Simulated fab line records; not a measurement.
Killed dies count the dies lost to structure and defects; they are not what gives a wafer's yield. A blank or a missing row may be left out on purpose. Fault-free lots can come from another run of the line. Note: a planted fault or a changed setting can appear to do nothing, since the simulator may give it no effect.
fab line records	flow sky130
record lots=11	wafers=33	last-day=50
route steps=708 shown CONTACT@411 METAL1@434 PAD_OPEN@708
lots that met no fault: from a run of the same line without faults
start-h: hours from the record's first day to the start of the lot's first wafer shown	wait-h: hours since the lot's step before	" repeats the value in the row above	L1.1+2: a single row standing in for several wafers	- no value present, or no start provided	* or withheld: withheld	< > ~ a bound
route shown NAME@n: names a module that has steps shown in the file, with the first one's number in the route	usual: mean/standard deviation taken from wafers without a fault	same: alike in all rows	chamber/n: place in a boat	sites: the reading at each site	_std_site: the values' standard deviation	_edge_site: the outer-site mean with the inner-site mean subtracted	radius-mm: how far each site lies from the wafer's centre	mask NAME#n: copy n	behind: the most recent tool/chamber to have shaped the wafer	hold: the reason the lot was held/the length of the hold in hours/how it ended	device: the n, p or np transistor that did not switch	end of line: tests of these same wafers at the route's end	a step with no rows: only its recipe	killed: count of dies lost to structure and defects at first sort (not the wafer's yield)	map: a wafer's dies, marking killed ones x, the rest . and places with no die _
set.NAME: setting as actually run; set.NAME@STEP: the setting as run at that earlier step	model.NAME: the simulator's own value behind a step, which no gauge read
steps of the route over a sample of lots; a table a step, a row a wafer
services: from which hour (start-h, from the record's first day; less than 0 if before it) a tool's chamber was out of use, for how many hours, and why
## steps
# step SKY_CONTACT_BOW_MEAS_05
# recipe mode=bow
# usual CONTACT_BOW=80/6.6
lot.wafer	tool	chamber	start-h	wait-h	CONTACT_BOW[um]
L394.2	film-metro-02	-	723.95	0.2	72
L394.4	"	-	"	"	82
L394.5	"	-	"	"	70
L396.2	film-metro-02	-	744.18	0.3	85
L396.3	"	-	"	"	87
L396.5	"	-	"	"	80
L397.2	film-metro-02	-	752.58	0.3	90
L397.4	"	-	"	"	83
L397.5	"	-	"	"	83
L398.1	film-metro-04	-	754.52	0.2	76
L398.2	"	-	"	"	77
L398.6	"	-	"	"	78
L399.2	film-metro-01	-	767.73	0.1	85
L399.3	"	-	"	"	83
L399.5	"	-	"	"	74
L402.1	film-metro-02	-	786.34	0.2	83
L402.2	"	-	"	"	72
L402.4	"	-	"	"	85
L406.3	film-metro-02	-	814.98	0.1	64
L406.4	"	-	"	"	76
L406.5	"	-	"	"	71
L408.1	film-metro-01	-	827.73	0.2	78
L408.3	"	-	"	"	85
L408.5	"	-	"	"	89
L409.2	film-metro-01	-	839.33	0.3	82
L409.3	"	-	"	"	77
L409.5	"	-	"	"	86
L411.1	film-metro-04	-	847.09	0.1	67
L411.2	"	-	"	"	79
L411.3	"	-	"	"	74
L416.3	film-metro-04	-	885.61	0.2	82
L416.5	"	-	"	"	86
L416.6	"	-	"	"	86
# step SKY_CONTACT_CMP_27
# recipe stop-on=SiO2	t-overpolish-s=15	down-force-psi=3.5	platen-rpm=60	target-thk-nm=0	pad-velocity-m-s=0.94248
# usual edge-zone-pressure-frac=1.000/0.0049	motor-current-A=10.6/1.1	overpolish-run-s=15.000/0.0096	time-to-endpoint-s=80/4
lot.wafer	tool	chamber	start-h	wait-h	edge-zone-pressure-frac	motor-current-A	overpolish-run-s	time-to-endpoint-s
L394.4	cmp-02	3	752.76	0.0	1.008	10.2	15.005	81
L394.2	"	1	"	"	1.004	10.0	14.994	79
L394.5	"	3	"	"	1.003	10.1	14.989	80
L396.2	cmp-01	1	772.67	0.1	1.000	11.1	15.007	80
L396.3	"	2	"	"	0.991	11.4	14.995	74
L396.5	"	0	"	"	1.003	8.7	15.004	81
L397.4	cmp-02	0	780.96	0.0	1.005	9.7	15.004	74
L397.2	"	1	"	"	1.009	10.1	14.994	79
L397.5	"	0	"	"	1.008	8.9	15.001	76
L398.1	cmp-02	0	782.12	0.1	1.001	9.6	14.996	75
L398.2	"	2	"	"	0.998	11.8	15.000	70
L398.6	"	1	"	"	0.997	9.6	14.999	75
L399.3	cmp-02	0	795.41	0.1	1.006	8.9	14.997	78
L399.2	"	1	"	"	1.009	9.9	15.010	81
L399.5	"	3	"	"	1.001	10.6	15.002	82
L402.4	cmp-01	2	813.64	0.0	1.005	12.1	15.001	78
L402.1	"	0	"	"	0.993	8.7	14.990	77
L402.2	"	1	"	"	1.003	11.8	15.007	79
L406.3	cmp-01	0	842.83	0.0	1.000	9.1	15.000	80
L406.4	"	1	"	"	0.988	11.5	14.993	78
L406.5	"	1	"	"	0.991	10.8	15.014	79
L408.1	cmp-02	1	855.57	0.1	0.996	10.6	14.997	80
L408.3	"	3	"	"	0.999	10.0	14.999	81
L408.5	"	2	"	"	0.996	11.2	15.004	72
L409.2	cmp-01	3	866.92	0.5	1.001	12.2	14.997	85
L409.3	"	1	"	"	0.994	11.3	15.000	82
L409.5	"	2	"	"	0.994	11.8	14.991	76
L411.1	cmp-01	0	874.34	0.1	0.998	8.9	15.006	78
L411.3	"	1	"	"	0.996	11.1	14.986	80
L411.2	"	2	"	"	1.008	11.9	15.019	79
L416.3	cmp-01	3	912.60	0.1	1.001	11.8	15.001	87
L416.6	"	1	"	"	0.995	11.2	15.001	83
L416.5	"	2	"	"	1.009	11.7	15.008	77
# step SKY_METAL1_SPUTTER_00
# recipe material=Ti	target-thk-nm=15	power-w=3000	time-s=10	chamber-pressure-pa=0.4
# usual cathode-dc-power-W=3000.0/0.55	chamber-pressure-pa=0.4000/0.00075	throttle-valve-pct=30.3/1
lot.wafer	tool	chamber	start-h	wait-h	cathode-dc-power-W	chamber-pressure-pa	throttle-valve-pct
L394.2	pvd-sputter-03	-	753.06	0.1	2999.8	0.4003	32.2
L394.4	"	-	"	"	2999.7	0.3997	29.3
L394.5	"	-	"	"	3000.6	0.3996	29.2
L396.2	pvd-sputter-01	-	772.87	0.1	2999.3	0.3988	30.7
L396.3	"	-	"	"	3000.8	0.3985	29.9
L396.5	"	-	"	"	2999.5	0.3996	30.6
L397.2	pvd-sputter-03	-	781.26	0.2	2999.8	0.4009	31.2
L397.4	"	-	"	"	2999.8	0.4008	29.4
L397.5	"	-	"	"	3000.5	0.3988	29.6
L398.1	pvd-sputter-01	-	782.42	0.2	2999.8	0.3999	30.6
L398.2	"	-	"	"	3000.1	0.4003	28.7
L398.6	"	-	"	"	3000.3	0.3988	30.5
L399.2	pvd-sputter-03	-	795.61	0.1	3001.1	0.4009	29.3
L399.3	"	-	"	"	3001.0	0.4007	31.5
L399.5	"	-	"	"	3000.5	0.3994	30.1
L402.1	pvd-sputter-03	-	813.94	0.1	3000.0	0.3988	29.2
L402.2	"	-	"	"	3000.3	0.4006	31.4
L402.4	"	-	"	"	3000.3	0.4002	30.3
L406.3	pvd-sputter-03	-	843.13	0.2	3000.3	0.4005	30.3
L406.4	"	-	"	"	3000.1	0.3995	32.4
L406.5	"	-	"	"	3000.7	0.4005	31.3
L408.1	pvd-sputter-02	-	855.87	0.2	3000.1	0.4009	30.7
L408.3	"	-	"	"	2999.8	0.3995	30.3
L408.5	"	-	"	"	2999.3	0.4007	30.0
L409.2	pvd-sputter-01	-	867.17	0.2	3000.4	0.3998	28.7
L409.3	"	-	"	"	3000.7	0.4007	30.5
L409.5	"	-	"	"	2999.4	0.4013	29.0
L411.1	pvd-sputter-03	-	874.59	0.2	2999.5	0.4007	30.1
L411.2	"	-	"	"	3000.5	0.3994	31.5
L411.3	"	-	"	"	3000.0	0.4008	29.5
L416.3	pvd-sputter-02	-	912.80	0.1	2999.9	0.3990	30.2
L416.5	"	-	"	"	3000.0	0.4003	30.3
L416.6	"	-	"	"	2999.9	0.4000	29.3
# step SKY_METAL1_SPUTTER_04
# recipe material=TiN	target-thk-nm=70	power-w=6500	time-s=58.3	chamber-pressure-pa=0.4
# usual cathode-dc-power-W=6499.9/1.1	chamber-pressure-pa=0.4000/0.00087	throttle-valve-pct=30.3/1.1
lot.wafer	tool	chamber	start-h	wait-h	cathode-dc-power-W	chamber-pressure-pa	throttle-valve-pct
L394.2	pvd-sputter-03	-	753.15	0.0	6498.7	0.3990	32.3
L394.4	"	-	"	"	6500.2	0.4012	29.3
L394.5	"	-	"	"	6499.9	0.4016	29.4
L396.2	pvd-sputter-01	-	772.96	0.0	6496.6	0.4001	30.6
L396.3	"	-	"	"	6501.2	0.3993	29.6
L396.5	"	-	"	"	6501.3	0.4007	30.8
L397.2	pvd-sputter-03	-	781.35	0.0	6501.3	0.3983	31.0
L397.4	"	-	"	"	6498.8	0.4011	29.5
L397.5	"	-	"	"	6500.3	0.4005	29.4
L398.1	pvd-sputter-01	-	782.51	0.0	6500.7	0.4004	30.5
L398.2	"	-	"	"	6499.9	0.4001	28.6
L398.6	"	-	"	"	6497.2	0.4005	30.7
L399.2	pvd-sputter-03	-	795.70	0.0	6499.4	0.4009	29.4
L399.3	"	-	"	"	6500.5	0.4006	31.3
L399.5	"	-	"	"	6500.1	0.3998	30.1
L402.1	pvd-sputter-03	-	814.03	0.0	6500.9	0.3999	29.5
L402.2	"	-	"	"	6502.1	0.3993	31.4
L402.4	"	-	"	"	6500.0	0.4014	30.3
L406.3	pvd-sputter-03	-	843.22	0.0	6499.4	0.3987	30.1
L406.4	"	-	"	"	6500.8	0.4002	32.5
L406.5	"	-	"	"	6499.4	0.3994	31.4
L408.1	pvd-sputter-02	-	855.96	0.0	6498.4	0.4004	31.1
L408.3	"	-	"	"	6500.1	0.4003	30.5
L408.5	"	-	"	"	6499.1	0.3982	29.8
L409.2	pvd-sputter-01	-	867.26	0.0	-	-	-
L409.3	"	-	"	"	-	-	-
L409.5	"	-	"	"	-	-	-
L411.1	pvd-sputter-03	-	874.68	0.0	-	-	-
L411.2	"	-	"	"	-	-	-
L411.3	"	-	"	"	-	-	-
L416.3	pvd-sputter-02	-	912.89	0.0	6501.2	0.4009	30.5
L416.5	"	-	"	"	6499.5	0.4008	30.4
L416.6	"	-	"	"	6500.6	0.4003	29.1
# step SKY_METAL1_THK_MEAS_06
# recipe thk-meas-gauge=xrf	reads=AlCu_of_METAL1_SPUTTER_02
# usual METAL1_ALCU_THK=254.7/2.9
lot.wafer	tool	chamber	start-h	wait-h	METAL1_ALCU_THK[nm]
L394.2	film-metro-04	-	753.33	0.1	254.2
L394.4	"	-	"	"	255.6
L394.5	"	-	"	"	257.5
L396.2	film-metro-01	-	773.14	0.1	253.8
L396.3	"	-	"	"	254.1
L396.5	"	-	"	"	252.4
L397.2	film-metro-04	-	781.53	0.1	257.9
L397.4	"	-	"	"	257.8
L397.5	"	-	"	"	258.2
L398.1	film-metro-03	-	782.68	0.1	254.8
L398.2	"	-	"	"	254.0
L398.6	"	-	"	"	258.0
L399.2	film-metro-04	-	795.88	0.1	259.4
L399.3	"	-	"	"	256.7
L399.5	"	-	"	"	256.5
L402.1	film-metro-03	-	814.20	0.1	253.7
L402.2	"	-	"	"	252.9
L402.4	"	-	"	"	255.6
L406.3	film-metro-04	-	843.41	0.1	254.8
L406.4	"	-	"	"	254.7
L406.5	"	-	"	"	250.0
L408.1	film-metro-04	-	856.13	0.1	257.6
L408.3	"	-	"	"	254.8
L408.5	"	-	"	"	254.0
L409.2	film-metro-04	-	867.44	0.1	291.2
L409.3	"	-	"	"	291.5
L409.5	"	-	"	"	292.9
L411.1	film-metro-04	-	874.85	0.1	296.8
L411.2	"	-	"	"	293.2
L411.3	"	-	"	"	299.3
L416.3	film-metro-03	-	913.08	0.1	252.8
L416.5	"	-	"	"	254.0
L416.6	"	-	"	"	252.3
# step SKY_PAD_OPEN_PROBE_99
# usual defect-limited-yield=82.5/2.1	killed_at_M0_to_M3=44/7.3	killed_at_M4_up=3.4/1.8	killed-at-contacts=24/5.8	killed-at-front-end=15/4.9	killed-at-other=0.4/0.63	killed-dies=86/11	killed-on-rim=17/3.8	killed-open=47/8	killed-short=39/6.5	sort_bin_3_pad_short=0.9/0.38	sort_bin_5_function=10.4/1.6	sort_bin_6_memory=6.2/1.2	sort-n-pass=406/11	sort-yield-pct=82.5/2.1
# same gross-dies=492	killed-at-back-side=0	sort_bin_4_leakage[%]=0	sort_bin_8_speed[%]=0
lot.wafer	tool	chamber	start-h	wait-h	defect-limited-yield[%]	killed_at_M0_to_M3	killed_at_M4_up	killed-at-contacts	killed-at-front-end	killed-at-other	killed-dies	killed-on-rim	killed-open	killed-short	sort_bin_3_pad_short[%]	sort_bin_5_function[%]	sort_bin_6_memory[%]	sort-n-pass	sort-yield-pct[%]
L394.2	prober-02	-	1089.22	0.1	81.1	36	3	31	23	0	93	19	52	41	1.8	10.8	6.3	399	81.1
L394.4	prober-02	-	1089.32	0.2	81.3	57	6	18	11	0	92	20	52	40	1.6	11.6	5.5	400	81.3
L394.5	prober-02	-	1089.37	0.2	85.6	45	3	10	13	0	71	12	37	34	0.2	9.1	5.1	421	85.6
L398.1	prober-02	-	1110.12	0.1	85.6	43	3	17	8	0	71	18	43	28	1.0	9.8	3.7	421	85.6
L398.2	prober-02	-	1110.17	0.1	80.1	48	5	26	19	0	98	16	54	43	0.2	12.8	6.9	394	80.1
L398.6	prober-02	-	1110.37	0.2	82.9	50	7	19	8	0	84	13	46	38	0.4	12.2	4.5	408	82.9
L402.1	prober-02	-	1135.36	0.1	82.5	46	2	27	11	0	86	17	37	48	0.6	8.9	7.9	406	82.5
L402.2	prober-02	-	1135.41	0.1	83.9	29	3	26	21	0	79	11	45	34	0.4	10.0	5.7	413	83.9
L402.4	prober-02	-	1135.51	0.2	80.7	42	8	31	13	1	95	12	47	48	1.0	10.2	8.1	397	80.7
L406.3	prober-02	-	1154.77	0.2	79.5	44	1	39	16	1	101	19	55	45	0.8	13.8	5.9	391	79.5
L406.4	prober-02	-	1154.82	0.2	84.1	39	5	22	12	0	78	20	36	42	1.0	8.3	6.5	414	84.1
L406.5	prober-02	-	1154.87	0.2	83.1	47	2	20	12	2	83	11	47	36	0.4	9.3	7.1	409	83.1
L409.2	prober-02	-	1173.03	0.1	81.3	46	0	22	23	1	92	15	55	37	1.0	11.0	6.7	400	81.3
L409.3	prober-02	-	1173.08	0.2	78.7	52	2	29	22	0	105	20	69	36	1.0	13.0	7.3	387	78.7
L409.5	prober-02	-	1173.18	0.2	80.1	48	6	29	14	1	98	16	54	43	0.8	11.4	7.7	394	80.1
L416.3	prober-01	-	1200.66	0.2	84.1	33	4	31	10	0	78	21	45	33	1.0	9.6	5.3	414	84.1
L416.5	prober-01	-	1200.76	0.2	84.1	33	5	29	10	1	78	15	41	37	0.8	9.8	5.3	414	84.1
L416.6	prober-01	-	1200.81	0.2	79.9	42	5	33	19	0	99	23	52	47	1.2	12.6	6.3	393	79.9
# killed by level:class
L394.2 CONTACT:geometric-particle:open=10 VIA1:geometric-particle:open=10 VIA3:geometric-particle:open=8 LI_CONTACT:geometric-particle:open=6 LOCAL_INTERCONNECT:geometric-particle:short=6 FIELD_ISO:geometric-particle:open=5 FIELD_ISO:geometric-particle:short=5 CONTACT:geometric-particle:short=5
L394.4 VIA3:geometric-particle:open=11 CONTACT:geometric-particle:open=10 VIA1:geometric-particle:open=10 METAL1:geometric-particle:short=7 VIA2:geometric-particle:open=6 METAL4:geometric-particle:short=5 VIA1:geometric-particle:short=5 VIA2:geometric-particle:short=5
L394.5 VIA1:geometric-particle:open=10 METAL1:geometric-particle:short=8 CONTACT:geometric-particle:short=5 CONTACT:geometric-particle:open=5 VIA2:geometric-particle:open=5 VIA3:geometric-particle:open=5 POLY_GATE:geometric-particle:open=4 VIA1:geometric-particle:short=4
L398.1 VIA2:geometric-particle:open=9 CONTACT:geometric-particle:open=8 VIA1:geometric-particle:open=7 VIA3:geometric-particle:open=6 LI_CONTACT:geometric-particle:open=4 METAL3:geometric-particle:short=4 METAL2:geometric-particle:short=3 VIA1:geometric-particle:short=3
L398.2 LI_CONTACT:geometric-particle:open=11 CONTACT:geometric-particle:open=10 VIA1:geometric-particle:open=9 VIA2:geometric-particle:open=7 METAL2:geometric-particle:short=7 FIELD_ISO:geometric-particle:open=6 METAL1:geometric-particle:short=6 FIELD_ISO:geometric-particle:short=5
L398.6 VIA2:geometric-particle:open=13 LI_CONTACT:geometric-particle:open=7 CONTACT:geometric-particle:short=6 VIA1:geometric-particle:short=6 VIA3:geometric-particle:open=6 VIA2:geometric-particle:short=5 VIA1:geometric-particle:open=5 METAL1:geometric-particle:short=4
L402.1 VIA1:geometric-particle:open=13 METAL2:geometric-particle:short=8 CONTACT:geometric-particle:open=7 METAL1:geometric-particle:short=7 LOCAL_INTERCONNECT:geometric-particle:short=6 VIA3:geometric-particle:open=6 LI_CONTACT:geometric-particle:short=4 LI_CONTACT:geometric-particle:open=4
L402.2 FIELD_ISO:geometric-particle:open=10 CONTACT:geometric-particle:open=9 LOCAL_INTERCONNECT:geometric-particle:short=7 METAL1:geometric-particle:short=6 LI_CONTACT:geometric-particle:open=5 VIA3:geometric-particle:open=5 FIELD_ISO:geometric-particle:short=4 VIA2:geometric-particle:open=4
L402.4 VIA3:geometric-particle:open=9 LI_CONTACT:geometric-particle:open=9 VIA2:geometric-particle:open=8 CONTACT:geometric-particle:open=7 METAL1:geometric-particle:short=7 CONTACT:geometric-particle:short=6 METAL2:geometric-particle:short=5 METAL4:geometric-particle:short=5
L406.3 CONTACT:geometric-particle:open=12 VIA3:geometric-particle:open=9 CONTACT:geometric-particle:short=8 VIA1:geometric-particle:open=8 LI_CONTACT:geometric-particle:open=7 LOCAL_INTERCONNECT:geometric-particle:short=7 FIELD_ISO:geometric-particle:open=5 VIA2:geometric-particle:open=5
L406.4 CONTACT:geometric-particle:open=10 METAL2:geometric-particle:short=8 VIA1:geometric-particle:open=8 METAL4:geometric-particle:short=5 VIA3:geometric-particle:open=5 LI_CONTACT:geometric-particle:open=4 CONTACT:geometric-particle:short=4 METAL1:geometric-particle:short=4
L406.5 VIA1:geometric-particle:open=9 VIA2:geometric-particle:open=9 VIA3:geometric-particle:open=8 LI_CONTACT:geometric-particle:open=7 METAL2:geometric-particle:short=7 CONTACT:geometric-particle:short=4 CONTACT:geometric-particle:open=4 POLY_GATE:geometric-particle:short=3
L409.2 VIA1:geometric-particle:open=11 LI_CONTACT:geometric-particle:open=9 VIA2:geometric-particle:open=9 POLY_GATE:geometric-particle:open=7 METAL2:geometric-particle:short=6 FIELD_ISO:geometric-particle:short=5 FIELD_ISO:geometric-particle:open=5 LI_CONTACT:geometric-particle:short=5
L409.3 VIA1:geometric-particle:open=15 VIA2:geometric-particle:open=11 CONTACT:geometric-particle:open=11 VIA3:geometric-particle:open=8 POLY_GATE:geometric-particle:open=7 LI_CONTACT:geometric-particle:open=7 METAL2:geometric-particle:short=7 FIELD_ISO:geometric-particle:open=6
L409.5 LI_CONTACT:geometric-particle:open=12 VIA1:geometric-particle:open=11 VIA2:geometric-particle:open=10 CONTACT:geometric-particle:open=7 METAL2:geometric-particle:short=7 VIA2:geometric-particle:short=5 METAL4:geometric-particle:short=5 FIELD_ISO:geometric-particle:short=4
L416.3 LI_CONTACT:geometric-particle:open=11 CONTACT:geometric-particle:open=6 VIA1:geometric-particle:open=6 LOCAL_INTERCONNECT:geometric-particle:short=5 METAL3:geometric-particle:short=5 VIA2:geometric-particle:open=5 VIA3:geometric-particle:open=5 FIELD_ISO:geometric-particle:open=4
L416.5 CONTACT:geometric-particle:open=12 VIA1:geometric-particle:open=7 VIA3:geometric-particle:open=7 LOCAL_INTERCONNECT:geometric-particle:short=6 CONTACT:geometric-particle:short=5 FIELD_ISO:geometric-particle:short=4 METAL1:geometric-particle:short=4 LI_CONTACT:geometric-particle:open=3
L416.6 CONTACT:geometric-particle:open=9 LI_CONTACT:geometric-particle:open=8 VIA1:geometric-particle:open=8 LOCAL_INTERCONNECT:geometric-particle:short=7 METAL1:geometric-particle:short=7 VIA1:geometric-particle:short=6 METAL2:geometric-particle:short=6 CONTACT:geometric-particle:short=5
## services
tool	chamber	start-h	hours	kind
cmp-02	-	744.00	4.0	pm
cmp-02	-	748.00	-	consumable-replace:conditioner
cmp-02	-	748.00	-	consumable-replace:pad
cmp-01	-	749.74	6.5	pm
cmp-02	-	756.33	7.5	pm
cmp-02	-	775.60	3.1	repair
cmp-01	-	793.64	3.1	repair
cmp-01	-	813.94	20.4	pm
cmp-02	-	846.09	0.5	repair
cmp-01	-	852.52	1.3	repair
cmp-01	-	861.66	0.2	repair
cmp-02	-	871.81	4.7	pm
cmp-01	-	873.86	0.3	repair
cmp-02	-	880.40	4.4	repair
pvd-sputter-02	-	890.41	2.5	repair
## key
first-sign step=SKY_METAL1_SPUTTER_04	reading=tool-record	direction=missing
effect step=SKY_METAL1_THK_MEAS_06	reading=METAL1_ALCU_THK	direction=up	sigmas=14	usual=254.7	struck=294.2
met-at SKY_METAL1_SPUTTER_04
struck-lots L409,L411
not-acting-at SKY_CONTACT_BOW_MEAS_05,SKY_CONTACT_CMP_27,SKY_METAL1_SPUTTER_00
onset-between 843.22 867.26
fault kind=skipped-step-whole	tool=pvd-sputter-01,pvd-sputter-03	chamber=-	onset-h=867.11	steps=SKY_METAL1_SPUTTER_04	scope=struck-lots-only
